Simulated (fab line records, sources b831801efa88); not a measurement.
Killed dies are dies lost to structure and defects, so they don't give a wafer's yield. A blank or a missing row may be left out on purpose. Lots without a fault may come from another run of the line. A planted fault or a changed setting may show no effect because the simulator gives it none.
Chamber matching | flow gf180mcu | GF_POLY_GATE_ETCH_13 on rie_si-02: 4 sister chambers
The step etches poly-Si in HBr/Cl2, stops on SiO2, target depth 198.5 nm, time 69.6 s. 14 wafers are shown with their chamber, then 7 later ones without.

WAFERS WITH THEIR CHAMBER
wafer  | chamber | drypump_motor_current_A (A) | rf_fwd_power_W (W) | throttle_valve_pct (%)
L664.2 | 3       | 4.8                         | 399.5              | 33.685
L664.3 | 0       | 5.5                         | 397.8              | 33.679
L664.5 | 2       | 5.6                         | 395.7              | 33.693
L667.1 | 3       | 4.8                         | 399.4              | 33.703
L667.5 | 1       | 5.8                         | 398.8              | 33.695
L667.6 | 0       | 5.5                         | 397.4              | 33.685
L668.2 | 2       | 5.6                         | 396.7              | 33.677
L668.3 | 1       | 5.7                         | 397.8              | 33.692
L668.4 | 1       | 5.7                         | 397.4              | 33.696
L672.1 | 1       | 5.7                         | 397.3              | 33.668
L672.4 | 2       | 5.6                         | 396.1              | 33.679
L672.6 | 0       | 5.5                         | 397.4              | 33.680
L674.2 | 3       | 4.8                         | 397.3              | 33.680
L674.3 | 0       | 5.5                         | 394.7              | 33.684

SIGNATURES (means of the wafers above)
reading                 | chamber 0 | chamber 1 | chamber 2 | chamber 3 | scatter within a chamber
drypump_motor_current_A | 5.500     | 5.725     | 5.600     | 4.800     | 0.0274
rf_fwd_power_W          | 396.825   | 397.825   | 396.167   | 398.733   | 1.05
throttle_valve_pct      | 33.68200  | 33.68775  | 33.68300  | 33.68933  | 0.01
Rule: a wafer's distance from a chamber is the root of the sum, over the readings, of the square of ((its reading less the chamber's mean) divided by the reading's scatter). The wafer belongs to the nearest chamber; if the next one is less than 2 further off, it can't be placed. The scatter: the root of (the sum of the squares of (reading less its chamber's mean) over the shown wafers, divided by (wafers less chambers)).

WAFERS WITHOUT THEIR CHAMBER
wafer  | drypump_motor_current_A (A) | rf_fwd_power_W (W) | throttle_valve_pct (%)
L674.5 | 5.7                         | 399.4              | 33.688
L680.2 | 5.6                         | 396.5              | 33.685
L680.3 | 5.4                         | 397.4              | 33.691
L680.6 | 5.5                         | 396.7              | 33.681
L683.1 | 5.7                         | 396.2              | 33.679
L683.3 | 5.5                         | 398.9              | 33.670
L683.5 | 5.6                         | 396.8              | 33.689

WHICH CHAMBER EACH WENT THROUGH
wafer  | from the rows above     | in truth
L674.5 | 1                       | 1
L680.2 | 2                       | 2
L680.3 | 0                       | 0
L680.6 | 0                       | 0
L683.1 | can't be placed: 1 or 2 | 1
L683.3 | 0                       | 0
L683.5 | 2                       | 2
Placed correctly: 6 of 7. Can't be placed from these rows: 1 (the true chamber is among the candidates in 1). Placed wrongly: 0.
